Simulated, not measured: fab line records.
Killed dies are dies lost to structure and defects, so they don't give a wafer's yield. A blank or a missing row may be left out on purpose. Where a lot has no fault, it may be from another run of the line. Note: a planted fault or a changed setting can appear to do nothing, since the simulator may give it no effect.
Chamber matching -- flow gf180mcu -- GF_V4_CVD_02 on pecvd-04 has 3 sister chambers
The step deposits SiO2 from TEOS, target thk 850 nm, time 94.851 s. 3 wafers are shown with their chamber, then 11 later ones without.

## WAFERS WITH THEIR CHAMBER
wafer,chamber,heaterPowerW (W)
L089.5,0,717
L092.1,2,662
L094.1,1,656

## WAFERS WHOSE CHAMBER IS MISSING
wafer,heaterPowerW (W)
L094.2,748
L094.3,705
L094.4,546
L094.5,574
L094.6,588
L096.2,598
L096.4,553
L096.6,658
L097.3,693
L097.5,720
L097.6,539

## THE CHAMBER EACH PASSED THROUGH
wafer,from the rows above,in truth
L094.2,can't be placed: 0 or 2 or 1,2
L094.3,can't be placed: 0 or 2 or 1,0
L094.4,can't be placed: 1 or 2 or 0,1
L094.5,can't be placed: 1 or 2 or 0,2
L094.6,can't be placed: 1 or 2 or 0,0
L096.2,can't be placed: 1 or 2 or 0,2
L096.4,can't be placed: 1 or 2 or 0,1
L096.6,can't be placed: 1 or 2 or 0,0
L097.3,can't be placed: 0 or 2 or 1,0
L097.5,can't be placed: 0 or 2 or 1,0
L097.6,can't be placed: 1 or 2 or 0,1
Correct placement for 0 of the 11. Not placeable from these rows: 11 (in 11, the candidates include the true chamber). Wrongly placed: 0.
How it was worked out, from the rows above alone: a wafer's distance from a chamber is the root of the sum, over the readings, of the square of ((its reading less the chamber's mean) divided by the reading's scatter). If the next closest chamber is less than 2 further off than the closest, the wafer can't be placed; otherwise it belongs to the closest. Each chamber's mean is taken over the wafers shown for it. The scatter (one wafer shown for each chamber): square how far every hidden wafer sits from the nearest shown wafer, average those squares and take the square root.
